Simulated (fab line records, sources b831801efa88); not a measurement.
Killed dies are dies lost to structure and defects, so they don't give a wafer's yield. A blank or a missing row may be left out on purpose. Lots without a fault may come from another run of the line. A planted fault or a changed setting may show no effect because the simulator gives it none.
Which tool did it? | flow sky130 | 13 lots, 39 wafers sampled, at 3 steps of a route of 708

WHAT THE GAUGES READ, wafer by wafer
SKY_METAL5_THK_MEAS_06: measures by xrf.
lot  | measured     | on            | METAL5_ALCU_THK (nm)
L341 | day 43 06:50 | film_metro-04 | 1176 1170 1174
L342 | day 43 09:22 | film_metro-02 | 1165 1163 1157
L344 | day 44 00:23 | film_metro-03 | 1175 1178 1178
L346 | day 44 12:23 | film_metro-02 | 1179 1169 1170
L350 | day 45 15:26 | film_metro-02 | 1188 1177 1181
L351 | day 46 00:08 | film_metro-03 | 1167 1192 1188
L352 | day 46 01:36 | film_metro-02 | 1182 1172 1173
L353 | day 47 05:17 | film_metro-03 | 1173 1166 1173
L359 | day 47 13:51 | film_metro-04 | 1193 1179 1193
L360 | day 47 19:52 | film_metro-04 | 1179 1195 1184
L361 | day 48 07:40 | film_metro-03 | 1165 1176 1162
L362 | day 48 15:11 | film_metro-02 | 1179 1162 1167
L363 | day 48 15:01 | film_metro-03 | 1170 1173 1177

WHICH TOOL RAN EACH LOT (tool, then ch and the chambers of the sampled wafers, then the start)
lot  | SKY_LI_CONTACT_CVD_21         | SKY_VIA4_ETCH_12
L341 | cvd_w-01 ch 0,1, day 29 14:17 | rie_diel-01 ch 1,2,3, day 43 05:11
L342 | cvd_w-02 ch 0,1, day 29 17:14 | rie_diel-02 ch 0,1,2, day 43 07:43
L344 | cvd_w-01 ch 0,1, day 30 10:46 | rie_diel-02 ch 0,1,3, day 43 22:41
L346 | cvd_w-02 ch 0,1, day 31 01:07 | rie_diel-02 ch 0,1,2, day 44 10:44
L350 | cvd_w-01 ch 0, day 32 11:40   | rie_diel-01 ch 1,2, day 45 13:39
L351 | cvd_w-01 ch 0,1, day 32 21:56 | rie_diel-02 ch 2,3, day 45 22:22
L352 | cvd_w-02 ch 0,1, day 33 05:04 | rie_diel-01 ch 2,3, day 45 23:49
L353 | cvd_w-02 ch 0,1, day 34 14:13 | rie_diel-02 ch 0,1,2, day 47 03:36
L359 | cvd_w-02 ch 0,1, day 34 21:31 | rie_diel-02 ch 1,2,3, day 47 12:12
L360 | cvd_w-01 ch 0,1, day 35 08:37 | rie_diel-02 ch 0,1,2, day 47 18:10
L361 | cvd_w-01 ch 0,1, day 35 21:32 | rie_diel-03 ch 0,2,3, day 48 06:01
L362 | cvd_w-01 ch 1, day 36 09:34   | rie_diel-01 ch 0,1,2, day 48 13:21
L363 | cvd_w-02 ch 0,1, day 36 10:42 | rie_diel-03 ch 0,1,2, day 48 13:19
- SKY_LI_CONTACT_CVD_21: deposits W, target thk 400 nm, time 120.56 s.
- SKY_VIA4_ETCH_12: etches SiO2 in C4F8/O2/Ar, stops on TiN, target depth 580 nm.

WHAT THE TOOLS THEMSELVES READ (means of the sampled wafers that have a number; where no wafer has one, the mark that the record gives instead)
SKY_LI_CONTACT_CVD_21.
lot  | tool     | heater_power_outer_w (W) | heater_power_w (W)
L341 | cvd_w-01 | 496                      | 797
L342 | cvd_w-02 | 468                      | 819
L344 | cvd_w-01 | 491                      | 797
L346 | cvd_w-02 | 477                      | 823
L350 | cvd_w-01 | 492                      | 779
L351 | cvd_w-01 | 503                      | 802
L352 | cvd_w-02 | 486                      | 845
L353 | cvd_w-02 | 485                      | 850
L359 | cvd_w-02 | 482                      | 856
L360 | cvd_w-01 | 493                      | 787
L361 | cvd_w-01 | 491                      | 804
L362 | cvd_w-01 | 491                      | 825
L363 | cvd_w-02 | 490                      | 855

SKY_VIA4_ETCH_12.
lot  | tool        | oes_product_au (a.u.)
L341 | rie_diel-01 | 0.923
L342 | rie_diel-02 | 0.927
L344 | rie_diel-02 | 0.929
L346 | rie_diel-02 | 0.924
L350 | rie_diel-01 | 0.926
L351 | rie_diel-02 | 0.932
L352 | rie_diel-01 | 0.927
L353 | rie_diel-02 | 0.929
L359 | rie_diel-02 | 0.934
L360 | rie_diel-02 | 0.923
L361 | rie_diel-03 | 0.931
L362 | rie_diel-01 | 0.923
L363 | rie_diel-03 | 0.926

THE ANSWER, worked out from the rows above alone
Rule: what is usual is taken from the lots themselves. Put in order of their means at a reading, lots are off if they are a third of the lots or fewer, leave a main group of 4 or more, and stand apart from it by a gap of 3 or more times the standard deviation of the main group's means; of several such gaps the widest counts. A main group whose means are all the same, to the digits that the tables above print for the reading, isn't used. A lot without any number at a reading at which 4 lots or more have one is off too. The other lots that the step has rows for count as sound. The gauges are gone through in route order, then the tools' own readings, and for those a lot's mean is taken as printed above. The first step at which some lot is off is used, and at that step the reading that is off furthest; a lot without a number counts as furthest.
No lot is off at any reading shown: from this, nothing can be told.

WHAT THE SIMULATOR HAD PUT IN
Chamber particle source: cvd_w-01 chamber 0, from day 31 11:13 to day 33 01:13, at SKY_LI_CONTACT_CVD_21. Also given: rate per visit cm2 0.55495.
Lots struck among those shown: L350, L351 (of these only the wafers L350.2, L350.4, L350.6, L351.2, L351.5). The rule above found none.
